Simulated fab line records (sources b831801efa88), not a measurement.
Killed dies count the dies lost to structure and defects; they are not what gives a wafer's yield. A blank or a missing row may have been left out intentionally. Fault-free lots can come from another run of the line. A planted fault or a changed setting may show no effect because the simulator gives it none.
2 desks, one fault    flow sky130    only its own numbers are on each desk; what lay behind them is given at the end

## THE METROLOGY DESK
What the gauges read, lot by lot, whatever tool the lot ran on: means of the sampled wafers that have a number. Any lot whose mean is over 4 standard deviations away from the usual mean is out of limits and marked OUT; that distance is given in the brackets.
Columns: A = POLY_CUT_OVL at SKY_POLY_CUT_OVL_MEAS_09, usual -1 nm; B = LI_CONTACT_OVL at SKY_LI_CONTACT_OVL_MEAS_13, usual 3 nm
lot   first seen here  A   B
L926  day 24 15:25     -0  -4
L927  day 25 03:33     0   -0
L928  day 25 05:27     -2  4
L929  day 25 14:27     -6  4
L938  day 30 02:16     -8  -2
L941  day 30 12:56     -4  12
L942  day 31 01:44     2   5
L945  day 31 07:37     -6  0
L944  day 31 11:00     2   5
L947  day 31 15:58     -8  7
L946  day 31 19:05     -4  1
L948  day 32 04:00     1   4
Finding of this desk: none of the 12 lots has anything out of limits.

## FOR THE TOOL OWNER'S DESK: cmp-02
The tool's own readings at SKY_LI_CONTACT_CMP_02 (polishes PSG): means of the sampled wafers that have a number, for each lot that ran on this tool. Any lot whose mean is over 4 standard deviations away from the usual mean is out of limits and marked OUT; that distance is given in the brackets.
Columns: A = motor current A at SKY_LI_CONTACT_CMP_02, usual 12.2 A; B = retaining ring pressure frac at SKY_LI_CONTACT_CMP_02, usual 1.000; C = time to endpoint s at SKY_LI_CONTACT_CMP_02, usual 31.6 s
lot   first seen here  A     B      C
L927  day 28 19:29     12.4  1.001  35.9
L929  day 29 06:13     12.2  1.002  36.2
L938  day 33 14:02     12.5  0.999  32.8
Finding of this desk: none of the 3 lots has anything out of limits.

## PUT TOGETHER
Metrology desk: nothing out of limits seen.
The desk of the tool owner found nothing out of limits.

## WHAT HAD BEEN PUT IN BY THE SIMULATOR
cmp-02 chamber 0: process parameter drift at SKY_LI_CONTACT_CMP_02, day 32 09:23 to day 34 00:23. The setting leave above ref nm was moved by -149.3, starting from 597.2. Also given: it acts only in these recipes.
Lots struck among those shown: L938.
